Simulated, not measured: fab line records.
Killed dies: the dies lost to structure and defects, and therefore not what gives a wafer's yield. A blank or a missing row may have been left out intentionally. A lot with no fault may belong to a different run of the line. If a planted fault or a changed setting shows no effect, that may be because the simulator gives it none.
fab line records	flow sky130	part 1 of 2: steps 1 to 26 of 33
record: lots: 5	wafers: 15	lastDay: 50
route steps=708 shown VIA1@472 METAL2@483
lots that met no fault: from a run of the same line without faults
startH: start of the lot's first displayed wafer, in hours after the record's first day	waitH: hours from the lot's prior step to this one	" same as the row above	L1.1+2: a row that stands for several wafers	- value missing, or start not given	* or withheld: withheld	< > ~ a bound
route shown NAME@n: a module of which the file shows steps, and the number in the route of the first	usual: mean/standard deviation of fault-free wafers	same: alike in all rows	chamber/n: place in a boat	sites: the reading at each site	_std_site: standard deviation of those values	_edge_site: mean of outer sites minus mean of inner sites	radiusMm: how far each site lies from the wafer's centre	mask NAME#n: copy n	behind: tool/chamber where the wafer was last shaped	hold: what put the lot on hold/how long, in hours/how the hold closed	device: names the non-switching transistor (n, p or np)	end of line: the same wafers' tests at the end of the route	a step given without rows: its recipe and nothing more	killed: dies lost to structure and defects at the first sort, not the wafer's yield	map: a wafer's dies, marking killed ones x, the rest . and places with no die _
set.NAME: the run value of the setting; set.NAME@STEP: its run value at that earlier step	model.NAME: the simulator's own value behind a step, which no gauge read
lots at selected steps of the route; one table per step, one row per wafer
services: the hour from which a tool's chamber was out of use, counted from the record's first day as startH (under 0 if before that day), plus the number of hours and why
== steps ==
step: SKY_VIA1_ETCH_14
recipe: chemistry: N2/H2	target: BARC	ionEnergyEv: 200	sourceW: 500	biasW: 100	pressureMtorr: 30	n2FlowSccm: 100	h2FlowSccm: 200	stopOn: SiO2	timeS: 45.9	targetDepthA: 600
usual: drypumpMotorCurrentA: 5.9/0.43	oesProductAu: 0.854/0.0046	rfFwdPowerW: 494.8/1.9	throttleValvePct: 13.225/0.0093
same: timeS: 45.9
lot.wafer	tool	chamber	startH	waitH	drypumpMotorCurrentA	oesProductAu	rfFwdPowerW	rfHoursCounterH	throttleValvePct
L075.1	rieDiel-04	1	822.78	0.0	6.1	0.847	493.0	4	13.219
L075.3	"	0	"	"	5.9	0.852	493.6	1	13.234
L075.6	"	3	"	"	6.0	0.853	493.3	-	13.222
L079.2	rieDiel-03	0	840.48	0.0	5.3	0.851	498.3	5	13.240
L079.3	"	3	"	"	6.5	0.848	495.5	29	13.220
L079.4	"	2	"	"	5.8	0.857	497.6	24	13.224
L083.1	rieDiel-01	0	873.18	0.0	5.8	0.850	494.0	15	13.218
L083.3	"	2	"	"	6.1	0.858	494.7	1	13.222
L083.5	"	2	"	"	6.1	0.850	493.2	-	13.226
L084.2	rieDiel-03	0	878.64	0.0	5.2	0.850	494.7	6	13.230
L084.3	"	1	"	"	6.3	0.857	494.4	17	13.233
L084.4	"	3	"	"	6.5	0.856	495.7	0	13.248
L095.2	rieDiel-03	0	945.87	0.0	5.2	0.861	491.0	8	13.218
L095.3	"	2	"	"	5.8	0.860	497.0	27	13.223
L095.4	"	1	"	"	6.3	0.853	493.2	19	13.227
step: SKY_VIA1_ETCH_15
recipe: target: SiO2	chemistry: C4F8/O2/Ar	targetDepthNm: 351	stopOn: TiN	maskMaterial: KrF-thick	sourceW: 1500	biasW: 1200	pressureMtorr: 40	c4f8FlowSccm: withheld	O2_flow_sccm: 6	Ar_flow_sccm: 300	timeS: 54
usual: oesProductAu: 0.982/0.0054	rfFwdPowerW: 1487/5.1
same: timeS: 54
lot.wafer	tool	chamber	startH	waitH	oesProductAu	rfFwdPowerW	rfHoursCounterH
L075.1	rieDiel-04	1	822.83	0.0	0.981	1484	4
L075.3	"	0	"	"	0.988	1485	1
L075.6	"	3	"	"	0.981	1495	-
L079.2	rieDiel-03	0	840.53	0.0	0.975	1493	5
L079.3	"	3	"	"	0.979	1483	29
L079.4	"	2	"	"	0.975	1496	24
L083.1	rieDiel-01	0	873.23	0.0	0.985	1484	15
L083.3	"	2	"	"	0.975	1483	1
L083.5	"	2	"	"	0.983	1479	-
L084.2	rieDiel-03	0	878.68	0.0	0.977	1501	6
L084.3	"	1	"	"	0.985	1478	17
L084.4	"	3	"	"	0.980	1480	0
L095.2	rieDiel-03	0	945.92	0.0	0.975	1489	8
L095.3	"	2	"	"	0.980	1490	27
L095.4	"	1	"	"	0.989	1482	19
step: SKY_VIA1_STRIP_16
recipe: chemistry: O2/N2	powerW: 1400	pressureMtorr: 1500	platenTempC: withheld	o2FlowSccm: 3000	n2FlowSccm: 300	overashFraction: 0.5
usual: drypumpMotorCurrentA: 5.5/0.42	oesProductAu: 0.415/0.0052	stripTimeToEndpointS: 4.453/0.017
lot.wafer	tool	chamber	startH	waitH	drypumpMotorCurrentA	oesProductAu	rfHoursCounterH	stripTimeToEndpointS
L075.1	plasmaAsher-03	0	822.87	0.0	6.2	0.412	73	4.432
L075.3	"	1	"	"	5.3	0.416	-	4.446
L075.6	"	0	"	"	6.2	0.416	-	4.450
L079.2	plasmaAsher-02	0	840.57	0.0	5.4	0.409	101	4.448
L079.3	"	0	"	"	5.4	0.417	-	4.453
L079.4	"	1	"	"	4.8	0.420	-	4.453
L083.1	plasmaAsher-04	0	873.27	0.0	5.4	0.405	46	4.450
L083.3	"	1	"	"	5.8	0.412	-	4.430
L083.5	"	1	"	"	5.8	0.425	-	4.458
L084.2	plasmaAsher-04	1	878.72	0.0	5.8	0.414	47	4.429
L084.3	"	1	"	"	5.8	0.407	-	4.444
L084.4	"	0	"	"	5.4	0.413	-	4.444
L095.2	plasmaAsher-02	0	945.96	0.0	5.5	0.416	112	4.444
L095.3	"	0	"	"	5.5	0.417	-	4.451
L095.4	"	1	"	"	4.8	0.414	-	4.422
step: SKY_VIA1_STRIP_17
recipe: chemistry: postEtchResidueRemover	timeS: 1200	tempC: 72.5
same: timeS: 1200
lot.wafer	tool	chamber	startH	waitH
L075.1+3+6	wetBench-01	0	822.97	0.1
L079.2+3+4	wetBench-01	0	840.67	0.1
L083.1+3+5	wetBench-01	3	873.37	0.1
L084.2+3+4	wetBench-03	0	878.82	0.1
L095.2+3+4	wetBench-02	2	946.06	0.1
step: SKY_VIA1_CLEAN_18
recipe: chemistry: IPA	timeS: 180	tempC: 25
same: timeS: 180
lot.wafer	tool	chamber	startH	waitH
L075.1+3+6	wetBench-02	1	823.34	0.0
L079.2+3+4	wetBench-03	2	841.01	0.0
L083.1+3+5	wetBench-03	2	873.74	0.0
L084.2+3+4	wetBench-02	1	879.17	0.0
L095.2+3+4	wetBench-01	1	946.40	0.0
step: SKY_VIA1_CLEAN_19
recipe: chemistry: O3/DIW	dry: n2Spin
lot.wafer	tool	chamber	startH	waitH
L075.1+3+6	wetBench-01	2	823.40	0.0
L079.2+3+4	wetBench-02	2	841.07	0.0
L083.1+3+5	wetBench-01	3	873.80	0.0
L084.2+3+4	wetBench-03	0	879.24	0.0
L095.2+3+4	wetBench-02	0	946.46	0.0
step: SKY_VIA1_SPUTTER_20
recipe: material: TiN	targetThkNm: 20	chamberPressurePa: 5	powerW: 4000	timeS: 80
usual: throttleValvePct: 29.8/1
same: timeS: 80
lot.wafer	tool	chamber	startH	waitH	throttleValvePct
L075.1	pvdSputter-02	-	823.50	0.0	31.0
L075.3	"	-	"	"	30.2
L075.6	"	-	"	"	29.9
L079.2	pvdSputter-04	-	841.16	0.0	28.9
L079.3	"	-	"	"	32.4
L079.4	"	-	"	"	30.2
L083.1	pvdSputter-02	-	873.90	0.0	30.0
L083.3	"	-	"	"	28.5
L083.5	"	-	"	"	29.8
L084.2	pvdSputter-02	-	879.33	0.0	28.4
L084.3	"	-	"	"	30.2
L084.4	"	-	"	"	31.1
L095.2	pvdSputter-02	-	946.55	0.0	28.8
L095.3	"	-	"	"	30.9
L095.4	"	-	"	"	30.0
step: SKY_VIA1_CVD_21
recipe: material: W	targetThkNm: 270	timeS: 80.902	tempC: 400	pressureTorr: 40
usual: heaterPowerOuterW: 586/66	heaterPowerW: 930/54
same: timeS: 80.902
lot.wafer	tool	chamber	startH	waitH	heaterPowerOuterW	heaterPowerW
L075.1	cvdW-02	0	823.56	0.0	542	905
L075.3	"	1	"	"	610	949
L075.6	"	0	"	"	524	879
L079.2	cvdW-01	0	841.22	0.0	525	884
L079.3	"	0	"	"	551	900
L079.4	"	1	"	"	671	1009
L083.1	cvdW-01	1	873.96	0.0	696	1030
L083.3	"	0	"	"	532	900
L083.5	"	1	"	"	680	989
L084.2	cvdW-02	1	879.39	0.0	602	938
L084.3	"	1	"	"	598	956
L084.4	"	0	"	"	519	951
L095.2	cvdW-02	1	946.61	0.0	601	952
L095.3	"	0	"	"	522	892
L095.4	"	1	"	"	589	935
step: SKY_VIA1_RS_MEAS_22
recipe: thkMeasGauge: four-point-probe	reads: W_of_VIA1_CVD_21+TiN_of_VIA1_SPUTTER_20
usual: VIA1_W_RS: 0.425/0.007
lot.wafer	tool	chamber	startH	waitH	VIA1_W_RS[ohm/sq]
L075.1	filmMetro-04	-	823.66	0.1	0.432
L075.3	"	-	"	"	0.431
L075.6	"	-	"	"	0.430
L079.2	filmMetro-04	-	841.34	0.1	0.411
L079.3	"	-	"	"	0.412
L079.4	"	-	"	"	0.415
L083.1	filmMetro-04	-	874.06	0.1	0.431
L083.3	"	-	"	"	0.419
L083.5	"	-	"	"	0.428
L084.2	filmMetro-03	-	879.50	0.1	0.434
L084.3	"	-	"	"	0.429
L084.4	"	-	"	"	0.431
L095.2	filmMetro-03	-	946.73	0.1	0.421
L095.3	"	-	"	"	0.423
L095.4	"	-	"	"	0.422
step: SKY_VIA1_THK_MEAS_23
recipe: thkMeasGauge: xrf	reads: W_of_VIA1_CVD_21
usual: VIA1_W_THK: 274/4.8
lot.wafer	tool	chamber	startH	waitH	VIA1_W_THK[nm]
L075.1	filmMetro-04	-	823.78	0.1	268
L075.3	"	-	"	"	269
L075.6	"	-	"	"	270
L079.2	filmMetro-04	-	841.45	0.1	279
L079.3	"	-	"	"	279
L079.4	"	-	"	"	279
L083.1	filmMetro-04	-	874.18	0.1	267
L083.3	"	-	"	"	276
L083.5	"	-	"	"	271
L084.2	filmMetro-03	-	879.61	0.1	267
L084.3	"	-	"	"	271
L084.4	"	-	"	"	271
L095.2	filmMetro-03	-	946.84	0.1	279
L095.3	"	-	"	"	279
L095.4	"	-	"	"	279
step: SKY_VIA1_CMP_24
recipe: stopOn: SiO2	tOverpolishS: 15	downForcePsi: 3.5	platenRpm: 60	targetThkNm: 0	padVelocityMS: 0.94248
usual: motorCurrentA: 11.3/0.81	overpolishRunS: 15.000/0.0087	timeToEndpointS: 64.4/2.9
lot.wafer	tool	chamber	startH	waitH	motorCurrentA	overpolishRunS	timeToEndpointS
L075.3	cmp-02	2	823.84	0.0	12.7	14.993	68.6
L075.1	"	1	"	"	11.0	15.010	69.2
L075.6	"	2	"	"	12.4	15.013	66.9
L079.4	cmp-01	1	841.50	0.0	10.3	14.992	64.8
L079.2	"	2	"	"	11.5	15.006	65.6
L079.3	"	0	"	"	11.4	14.994	65.0
L083.1	cmp-02	0	874.24	0.1	10.0	15.005	61.7
L083.3	"	1	"	"	10.6	14.985	68.1
L083.5	"	0	"	"	10.8	14.990	63.5
L084.4	cmp-01	3	879.66	0.0	11.6	14.996	65.4
L084.2	"	0	"	"	10.9	15.013	63.3
L084.3	"	1	"	"	11.2	14.985	65.7
L095.3	cmp-01	1	946.89	0.0	10.6	14.982	58.4
L095.4	"	2	"	"	11.8	14.986	63.1
L095.2	"	3	"	"	10.7	15.005	60.8
step: SKY_METAL2_SPUTTER_00
recipe: material: Ti	targetThkNm: 15	powerW: 3000	timeS: 10	chamberPressurePa: 0.4
usual: throttleValvePct: 30.1/1.2
same: timeS: 10
lot.wafer	tool	chamber	startH	waitH	throttleValvePct
L075.1	pvdSputter-01	-	824.14	0.1	28.8
L075.3	"	-	"	"	29.6
L075.6	"	-	"	"	29.9
L079.2	pvdSputter-03	-	841.80	0.2	30.1
L079.3	"	-	"	"	30.1
L079.4	"	-	"	"	30.1
L083.1	pvdSputter-04	-	874.54	0.2	29.4
L083.3	"	-	"	"	29.7
L083.5	"	-	"	"	30.1
L084.2	pvdSputter-03	-	879.96	0.2	29.9
L084.3	"	-	"	"	29.8
L084.4	"	-	"	"	28.0
L095.2	pvdSputter-01	-	947.19	0.1	30.7
L095.3	"	-	"	"	30.2
L095.4	"	-	"	"	28.4
step: SKY_METAL2_SPUTTER_01
recipe: material: TiN	targetThkNm: 20	powerW: 6500	timeS: 16.7	chamberPressurePa: 0.4
usual: throttleValvePct: 30.1/1.2
same: timeS: 16.7
lot.wafer	tool	chamber	startH	waitH	throttleValvePct
L075.1	pvdSputter-01	-	824.16	0.0	28.4
L075.3	"	-	"	"	29.9
L075.6	"	-	"	"	30.3
L079.2	pvdSputter-03	-	841.82	0.0	30.1
L079.3	"	-	"	"	29.8
L079.4	"	-	"	"	30.1
L083.1	pvdSputter-04	-	874.56	0.0	29.1
L083.3	"	-	"	"	29.8
L083.5	"	-	"	"	29.7
L084.2	pvdSputter-03	-	879.98	0.0	29.8
L084.3	"	-	"	"	29.9
L084.4	"	-	"	"	27.9
L095.2	pvdSputter-01	-	947.21	0.0	30.4
L095.3	"	-	"	"	29.8
L095.4	"	-	"	"	28.4
step: SKY_METAL2_SPUTTER_02
recipe: material: AlCu	targetThkNm: 250	powerW: 10600	timeS: 13.3	chamberPressurePa: 0.4
usual: throttleValvePct: 30.0/1.2
same: timeS: 13.3
lot.wafer	tool	chamber	startH	waitH	throttleValvePct
L075.1	pvdSputter-01	-	824.19	0.0	28.9
L075.3	"	-	"	"	30.0
L075.6	"	-	"	"	30.0
L079.2	pvdSputter-03	-	841.85	0.0	30.2
L079.3	"	-	"	"	29.8
L079.4	"	-	"	"	29.8
L083.1	pvdSputter-04	-	874.58	0.0	28.9
L083.3	"	-	"	"	29.5
L083.5	"	-	"	"	29.7
L084.2	pvdSputter-03	-	880.01	0.0	29.6
L084.3	"	-	"	"	30.3
L084.4	"	-	"	"	27.6
L095.2	pvdSputter-01	-	947.24	0.0	30.4
L095.3	"	-	"	"	29.9
L095.4	"	-	"	"	28.8
step: SKY_METAL2_SPUTTER_03
recipe: material: Ti	targetThkNm: 5	powerW: 3000	timeS: 3.3	chamberPressurePa: 0.4
usual: throttleValvePct: 30.1/1.2
same: timeS: 3.3
lot.wafer	tool	chamber	startH	waitH	throttleValvePct
L075.1	pvdSputter-01	-	824.22	0.0	28.5
L075.3	"	-	"	"	30.1
L075.6	"	-	"	"	29.9
L079.2	pvdSputter-03	-	841.87	0.0	30.1
L079.3	"	-	"	"	29.8
L079.4	"	-	"	"	29.9
L083.1	pvdSputter-04	-	874.61	0.0	29.5
L083.3	"	-	"	"	29.7
L083.5	"	-	"	"	29.8
L084.2	pvdSputter-03	-	880.03	0.0	29.7
L084.3	"	-	"	"	30.1
L084.4	"	-	"	"	28.0
L095.2	pvdSputter-01	-	947.26	0.0	30.7
L095.3	"	-	"	"	30.0
L095.4	"	-	"	"	28.5
step: SKY_METAL2_SPUTTER_04
recipe: material: TiN	targetThkNm: 70	powerW: 6500	timeS: 55.43	chamberPressurePa: 0.4
usual: throttleValvePct: 30.1/1.2
same: timeS: 55.43
lot.wafer	tool	chamber	startH	waitH	throttleValvePct
L075.1	pvdSputter-01	-	824.24	0.0	28.7
L075.3	"	-	"	"	29.8
L075.6	"	-	"	"	29.9
L079.2	pvdSputter-03	-	841.89	0.0	30.0
L079.3	"	-	"	"	30.2
L079.4	"	-	"	"	29.7
L083.1	pvdSputter-04	-	874.63	0.0	29.0
L083.3	"	-	"	"	29.6
L083.5	"	-	"	"	29.8
L084.2	pvdSputter-03	-	880.05	0.0	29.8
L084.3	"	-	"	"	29.8
L084.4	"	-	"	"	27.8
L095.2	pvdSputter-01	-	947.28	0.0	30.5
L095.3	"	-	"	"	30.0
L095.4	"	-	"	"	28.7
step: SKY_METAL2_RS_MEAS_05
recipe: thkMeasGauge: four-point-probe	reads: TiN_of_METAL2_SPUTTER_04+Ti_of_METAL2_SPUTTER_03+AlCu_of_METAL2_SPUTTER_02+TiN_of_METAL2_SPUTTER_01+Ti_of_METAL2_SPUTTER_00
usual: METAL2_ALCU_RS: 0.1269/0.0012
lot.wafer	tool	chamber	startH	waitH	METAL2_ALCU_RS[ohm/sq]
L075.1	filmMetro-01	-	824.29	0.0	0.1286
L075.3	"	-	"	"	0.1283
L075.6	"	-	"	"	0.1277
L079.2	filmMetro-02	-	841.96	0.0	0.1259
L079.3	"	-	"	"	0.1263
L079.4	"	-	"	"	0.1272
L083.1	filmMetro-02	-	874.68	0.0	0.1295
L083.3	"	-	"	"	0.1287
L083.5	"	-	"	"	0.1286
L084.2	filmMetro-04	-	880.12	0.0	0.1267
L084.3	"	-	"	"	0.1260
L084.4	"	-	"	"	0.1265
L095.2	filmMetro-04	-	947.35	0.0	0.1267
L095.3	"	-	"	"	0.1275
L095.4	"	-	"	"	0.1270
step: SKY_METAL2_THK_MEAS_06
recipe: thkMeasGauge: xrf	reads: AlCu_of_METAL2_SPUTTER_02
usual: METAL2_ALCU_THK: 255.5/2.5
lot.wafer	tool	chamber	startH	waitH	METAL2_ALCU_THK[nm]
L075.1	filmMetro-01	-	824.41	0.1	252.7
L075.3	"	-	"	"	255.1
L075.6	"	-	"	"	255.1
L079.2	filmMetro-02	-	842.07	0.1	257.5
L079.3	"	-	"	"	256.9
L079.4	"	-	"	"	253.6
L083.1	filmMetro-02	-	874.80	0.1	251.1
L083.3	"	-	"	"	251.0
L083.5	"	-	"	"	251.9
L084.2	filmMetro-04	-	880.23	0.1	255.1
L084.3	"	-	"	"	256.4
L084.4	"	-	"	"	254.3
L095.2	filmMetro-04	-	947.46	0.1	255.6
L095.3	"	-	"	"	254.1
L095.4	"	-	"	"	254.4
step: SKY_METAL2_DEHYDRATE_07
recipe: tempC: 200	timeS: 60
usual: plateTempC: 200.02/0.13
same: timeS: 60
lot.wafer	tool	chamber	startH	waitH	plateTempC
L075.1	lithoTrack-04	0	836.48	12.1	200.03
L075.3	"	0	"	"	199.92
L075.6	"	0	"	"	200.08
L079.2	lithoTrack-04	0	854.61	12.5	199.82
L079.3	"	0	"	"	200.04
L079.4	"	0	"	"	200.25
L083.1	lithoTrack-02	0	887.12	12.3	199.99
L083.3	"	0	"	"	200.11
L083.5	"	0	"	"	200.13
L084.2	lithoTrack-04	0	891.31	11.1	200.27
L084.3	"	0	"	"	200.18
L084.4	"	0	"	"	200.28
L095.2	lithoTrack-04	0	959.21	11.7	200.12
L095.3	"	0	"	"	200.02
L095.4	"	0	"	"	199.92
step: SKY_METAL2_HMDS_08
recipe: primeTimeS: 60	primeTempC: 120
lot.wafer	tool	chamber	startH	waitH
L075.1+3+6	lithoTrack-04	0	836.63	0.1
L079.2+3+4	lithoTrack-04	0	854.76	0.1
L083.1+3+5	lithoTrack-02	0	887.27	0.1
L084.2+3+4	lithoTrack-04	0	891.46	0.1
L095.2+3+4	lithoTrack-04	0	959.36	0.1
step: SKY_METAL2_COAT_09
recipe: resist: BARC	tempC: withheld	timeS: withheld	spinRpm: 3000	resistThkNm: 60
usual: spinSpeedRpm: 3000.2/1.9
lot.wafer	tool	chamber	startH	waitH	spinSpeedRpm
L075.1	lithoTrack-04	0	836.78	0.1	3004.3
L075.3	"	0	"	"	3004.2
L075.6	"	0	"	"	3003.0
L079.2	lithoTrack-04	0	854.91	0.1	2998.7
L079.3	"	0	"	"	2998.2
L079.4	"	0	"	"	2996.0
L083.1	lithoTrack-02	0	887.42	0.1	3000.8
L083.3	"	0	"	"	3002.0
L083.5	"	0	"	"	3000.7
L084.2	lithoTrack-04	0	891.61	0.1	2998.4
L084.3	"	0	"	"	2997.5
L084.4	"	0	"	"	3001.2
L095.2	lithoTrack-04	0	959.51	0.1	3001.3
L095.3	"	0	"	"	2998.7
L095.4	"	0	"	"	3000.5
step: SKY_METAL2_COAT_10
recipe: resist: KrF-thick	spinRpm: 3000	resistThkNm: 450
usual: spinSpeedRpm: 3000.0/1.9
lot.wafer	tool	chamber	startH	waitH	spinSpeedRpm
L075.1	lithoTrack-04	0	-	-	2994.9
L075.3	"	0	"	"	2998.8
L075.6	"	0	"	"	3000.2
L079.2	lithoTrack-04	0	-	-	3002.0
L079.3	"	0	"	"	2999.8
L079.4	"	0	"	"	2997.7
L083.1	lithoTrack-02	0	-	-	3000.0
L083.3	"	0	"	"	2997.8
L083.5	"	0	"	"	2999.0
L084.2	lithoTrack-04	0	-	-	3000.1
L084.3	"	0	"	"	2998.9
L084.4	"	0	"	"	2997.6
L095.2	lithoTrack-04	0	-	-	2999.2
L095.3	"	0	"	"	2997.1
L095.4	"	0	"	"	3000.1
step: SKY_METAL2_SOFTBAKE_11
recipe: tempC: 100	timeS: 90	resist: KrF-thick
usual: plateTempC: 99.99/0.12
same: timeS: 90
lot.wafer	tool	chamber	startH	waitH	plateTempC
L075.1	lithoTrack-04	0	-	-	100.02
L075.3	"	0	"	"	100.22
L075.6	"	0	"	"	100.10
L079.2	lithoTrack-04	0	-	-	99.89
L079.3	"	0	"	"	100.01
L079.4	"	0	"	"	99.97
L083.1	lithoTrack-02	0	-	-	100.15
L083.3	"	0	"	"	99.88
L083.5	"	0	"	"	100.22
L084.2	lithoTrack-04	0	-	-	99.99
L084.3	"	0	"	"	99.91
L084.4	"	0	"	"	100.10
L095.2	lithoTrack-04	0	-	-	100.02
L095.3	"	0	"	"	100.10
L095.4	"	0	"	"	100.24
step: SKY_METAL2_EXPOSE_12
recipe: maskId: MM2	na: 0.8	sourceShape: annular	sigmaInner: 0.55	sigmaOuter: 0.85	targetCdNm: 140	doseMj: 28
usual: reticleTempC: 23.03/0.11
lot.wafer	tool	chamber	startH	waitH	mask	reticleTempC
L075.1	krfScanner-02	0	-	-	MM2#0	23.07
L075.3	"	0	"	"	MM2#0	22.94
L075.6	"	0	"	"	MM2#0	23.25
L079.2	krfScanner-02	0	-	-	MM2#0	22.94
L079.3	"	0	"	"	MM2#0	22.81
L079.4	"	0	"	"	MM2#0	22.90
L083.1	krfScanner-01	0	-	-	MM2#0	22.92
L083.3	"	0	"	"	MM2#0	23.08
L083.5	"	0	"	"	MM2#0	23.08
L084.2	krfScanner-02	0	-	-	MM2#0	23.02
L084.3	"	0	"	"	MM2#0	22.97
L084.4	"	0	"	"	MM2#0	23.02
L095.2	krfScanner-02	0	-	-	MM2#0	23.06
L095.3	"	0	"	"	MM2#0	23.12
L095.4	"	0	"	"	MM2#0	23.05
step: SKY_METAL2_PEB_13
recipe: pebTempC: withheld	pebTimeS: withheld	resist: KrF-thick
lot.wafer	tool	chamber	startH	waitH
L075.1+3+6	lithoTrack-04	0	-	-
L079.2+3+4	lithoTrack-04	0	-	-
L083.1+3+5	lithoTrack-04	0	-	-
L084.2+3+4	lithoTrack-04	0	-	-
L095.2+3+4	lithoTrack-04	0	-	-
step: SKY_METAL2_DEVELOP_14
recipe: developTimeS: 60	resist: KrF-thick	devTempC: 21
lot.wafer	tool	chamber	startH	waitH
L075.1+3+6	lithoTrack-04	0	-	-
L079.2+3+4	lithoTrack-04	0	-	-
L083.1+3+5	lithoTrack-04	0	-	-
L084.2+3+4	lithoTrack-04	0	-	-
L095.2+3+4	lithoTrack-04	0	-	-
